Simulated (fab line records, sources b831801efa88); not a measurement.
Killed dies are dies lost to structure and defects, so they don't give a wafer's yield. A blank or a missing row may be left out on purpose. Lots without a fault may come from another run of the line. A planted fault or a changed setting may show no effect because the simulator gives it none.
Which tool did it? | flow gf180mcu | 12 lots, 36 wafers sampled, at 7 steps of a route of 602

WHAT THE GAUGES READ, wafer by wafer
GF_V3_OVL_MEAS_15. Usual: V3_OVL 4 nm, standard deviation 5.7.
lot  | measured     | on         | V3_OVL (nm) | flag
L908 | day 22 01:40 | overlay-01 | -5 -1 -2    |
L909 | day 22 12:07 | overlay-01 | 5 -2 4      |
L911 | day 23 18:20 | overlay-01 | -5 -6 4     |
L912 | day 23 23:23 | overlay-01 | 10 3 11     |
L913 | day 24 09:41 | overlay-01 | 9 11 0      |
L915 | day 25 06:41 | overlay-01 | 12 15 21    |
L917 | day 25 12:35 | overlay-01 | 2 14 6      |
L920 | day 26 15:25 | overlay-01 | 4 12 -3     |
L921 | day 26 23:02 | overlay-01 | 0 5 0       |
L926 | day 28 10:59 | overlay-02 | 4 8 8       |
L928 | day 29 00:20 | overlay-02 | 1 -6 9      |
L929 | day 29 06:20 | overlay-02 | 17 7 10     |

GF_V3_RS_MEAS_24: measures by four-point-probe. Usual: V3_W_RS 0.330 ohm/sq, standard deviation 0.0045.
lot  | measured     | on            | V3_W_RS (ohm/sq)  | flag
L908 | day 22 02:36 | film_metro-02 | 0.323 0.331 0.326 |
L909 | day 22 13:02 | film_metro-04 | 0.336 0.335 0.334 |
L911 | day 23 19:14 | film_metro-01 | 0.332 0.333 0.334 |
L912 | day 24 00:40 | film_metro-01 | 0.326 0.336 0.327 |
L913 | day 24 10:43 | film_metro-01 | 0.330 0.324 0.330 |
L915 | day 25 07:39 | film_metro-04 | 0.335 0.329 0.331 |
L917 | day 25 13:29 | film_metro-01 | 0.332 0.333 0.333 |
L920 | day 26 16:28 | film_metro-02 | 0.332 0.332 0.333 |
L921 | day 27 00:01 | film_metro-01 | 0.324 0.336 0.330 |
L926 | day 28 11:56 | film_metro-02 | 0.336 0.378 0.381 | OFF
L928 | day 29 01:19 | film_metro-04 | 0.338 0.375 0.378 | OFF
L929 | day 29 07:22 | film_metro-01 | 0.334 0.328 0.336 |

GF_V3_THK_MEAS_25: measures by xrf. Usual: V3_W_THK 355 nm, standard deviation 7.3.
lot  | measured     | on            | V3_W_THK (nm) | flag
L908 | day 22 02:43 | film_metro-02 | 372 362 367   |
L909 | day 22 13:10 | film_metro-04 | 356 354 355   |
L911 | day 23 19:22 | film_metro-01 | 348 346 344   |
L912 | day 24 00:47 | film_metro-01 | 352 344 352   |
L913 | day 24 10:49 | film_metro-01 | 350 357 348   |
L915 | day 25 07:46 | film_metro-04 | 355 359 356   |
L917 | day 25 13:37 | film_metro-01 | 349 349 348   |
L920 | day 26 16:35 | film_metro-02 | 355 356 354   |
L921 | day 27 00:07 | film_metro-01 | 353 346 348   |
L926 | day 28 12:04 | film_metro-02 | 348 310 306   | OFF
L928 | day 29 01:26 | film_metro-04 | 350 313 312   | OFF
L929 | day 29 07:29 | film_metro-01 | 348 354 345   |

GF_M4_RS_MEAS_05: measures by four-point-probe. Usual: M4_ALCU_RS 0.0697 ohm/sq, standard deviation 0.00077.
lot  | measured     | on            | M4_ALCU_RS (ohm/sq)  | flag
L908 | day 22 03:18 | film_metro-02 | 0.0696 0.0689 0.0701 |
L909 | day 22 13:44 | film_metro-04 | 0.0696 0.0694 0.0691 |
L911 | day 23 19:56 | film_metro-04 | 0.0694 0.0700 0.0705 |
L912 | day 24 01:22 | film_metro-02 | 0.0714 0.0706 0.0713 |
L913 | day 24 11:25 | film_metro-04 | 0.0695 0.0695 0.0702 |
L915 | day 25 08:28 | film_metro-04 | 0.0713 0.0699 0.0715 |
L917 | day 25 14:11 | film_metro-04 | 0.0691 0.0687 0.0707 |
L920 | day 26 17:20 | film_metro-04 | 0.0683 0.0692 0.0692 |
L921 | day 27 00:45 | film_metro-03 | 0.0704 0.0700 0.0699 |
L926 | day 28 12:43 | film_metro-02 | 0.0697 0.0690 0.0700 |
L928 | day 29 02:01 | film_metro-04 | 0.0691 0.0683 0.0690 |
L929 | day 29 08:04 | film_metro-02 | 0.0689 0.0684 0.0696 |

GF_M4_THK_MEAS_06: measures by xrf. Usual: M4_ALCU_THK 443 nm, standard deviation 5.2.
lot  | measured     | on            | M4_ALCU_THK (nm) | flag
L908 | day 22 03:25 | film_metro-02 | 446 451 440      |
L909 | day 22 13:52 | film_metro-04 | 440 444 446      |
L911 | day 23 20:04 | film_metro-04 | 440 435 436      |
L912 | day 24 01:29 | film_metro-02 | 435 440 433      |
L913 | day 24 11:31 | film_metro-04 | 443 442 437      |
L915 | day 25 08:35 | film_metro-04 | 429 440 430      |
L917 | day 25 14:19 | film_metro-04 | 446 449 435      |
L920 | day 26 17:27 | film_metro-04 | 450 444 444      |
L921 | day 27 00:51 | film_metro-03 | 440 443 444      |
L926 | day 28 12:50 | film_metro-02 | 445 449 445      |
L928 | day 29 02:08 | film_metro-04 | 445 450 445      |
L929 | day 29 08:11 | film_metro-02 | 452 452 447      |

WHICH TOOL RAN EACH LOT (tool, then ch and the chambers of the sampled wafers, then the start)
lot  | GF_V3_CVD_23                  | GF_V3_CMP_26
L908 | cvd_w-01 ch 0,1, day 22 02:28 | cmp-01 ch 1,2,3, day 22 02:46
L909 | cvd_w-02 ch 0,1, day 22 12:56 | cmp-01 ch 0,1,2, day 22 13:19
L911 | cvd_w-02 ch 0,1, day 23 19:08 | cmp-01 ch 0,1,2, day 23 19:25
L912 | cvd_w-01 ch 0,1, day 24 00:32 | cmp-02 ch 0,1, day 24 00:50
L913 | cvd_w-01 ch 0,1, day 24 10:37 | cmp-01 ch 2,3, day 24 10:52
L915 | cvd_w-02 ch 0,1, day 25 07:32 | cmp-01 ch 2,3, day 25 07:53
L917 | cvd_w-02 ch 0,1, day 25 13:23 | cmp-01 ch 0,2, day 25 13:40
L920 | cvd_w-02 ch 0,1, day 26 16:22 | cmp-01 ch 1,2,3, day 26 16:55
L921 | cvd_w-02 ch 0,1, day 26 23:54 | cmp-02 ch 0,2, day 27 00:09
L926 | cvd_w-02 ch 0,1, day 28 11:49 | cmp-01 ch 1,3, day 28 12:15
L928 | cvd_w-02 ch 0,1, day 29 01:11 | cmp-01 ch 0,2,3, day 29 01:29
L929 | cvd_w-01 ch 0,1, day 29 07:15 | cmp-01 ch 2,3, day 29 07:35
- GF_V3_CVD_23: deposits W, target thk 350 nm, time 104.9 s.
- GF_V3_CMP_26: polishes, stops on SiO2, t overpolish 15 s, target thk 0 nm.

WHAT THE TOOLS THEMSELVES READ (means of the sampled wafers that have a number; where no wafer has one, the mark that the record gives instead)
GF_V3_CVD_23. Usual: heater_power_w 801 W, standard deviation 110.
lot  | tool     | heater_power_w (W) | flag
L908 | cvd_w-01 | 849                |
L909 | cvd_w-02 | 809                |
L911 | cvd_w-02 | 795                |
L912 | cvd_w-01 | 754                |
L913 | cvd_w-01 | 862                |
L915 | cvd_w-02 | 787                |
L917 | cvd_w-02 | 802                |
L920 | cvd_w-02 | 807                |
L921 | cvd_w-02 | 787                |
L926 | cvd_w-02 | 803                |
L928 | cvd_w-02 | 805                |
L929 | cvd_w-01 | 861                |

GF_V3_CMP_26. Usual: motor_current_A 11.0 A, standard deviation 0.88; time_to_endpoint_s 83 s, standard deviation 4.1.
lot  | tool   | motor_current_A (A) | time_to_endpoint_s (s) | flag
L908 | cmp-01 | 11.1                | 88                     |
L909 | cmp-01 | 11.7                | 84                     |
L911 | cmp-01 | 11.9                | 85                     |
L912 | cmp-02 | 10.7                | 81                     |
L913 | cmp-01 | 10.2                | 89                     |
L915 | cmp-01 | 10.5                | 87                     |
L917 | cmp-01 | 11.4                | 79                     |
L920 | cmp-01 | 10.6                | 86                     |
L921 | cmp-02 | 10.2                | 80                     |
L926 | cmp-01 | 10.9                | 75                     |
L928 | cmp-01 | 10.6                | 74                     |
L929 | cmp-01 | 10.4                | 81                     |

THE ANSWER, worked out from the rows above alone
Rule: a lot is off if the mean of its wafers that have a number lies more than 3 standard deviations from the usual mean. A lot without any number at a reading at which 4 lots or more have one is off too. The other lots that the step has rows for count as sound. The gauges are gone through in route order, then the tools' own readings, and for those a lot's mean is taken as printed above. The first step at which some lot is off is used, and at that step the reading that is off furthest; a lot without a number counts as furthest.
Off: L926, L928, at GF_V3_RS_MEAS_24 (V3_W_RS).
A tool fits if, at a process step before that reading, it ran every lot that is off, and no sound lot after the first of them. The gauges at GF_V3_RS_MEAS_24 are tried like those tools. One fits: cvd_w-02 at GF_V3_CVD_23. Its last sound lot is L921 (day 26 23:54), its first lot that is off L926 (day 28 11:49): a fault that began between those two fits.

WHAT THE SIMULATOR HAD PUT IN
Process parameter drift: cvd_w-02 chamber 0, from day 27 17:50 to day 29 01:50, at GF_V3_CVD_23. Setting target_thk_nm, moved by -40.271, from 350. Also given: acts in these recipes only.
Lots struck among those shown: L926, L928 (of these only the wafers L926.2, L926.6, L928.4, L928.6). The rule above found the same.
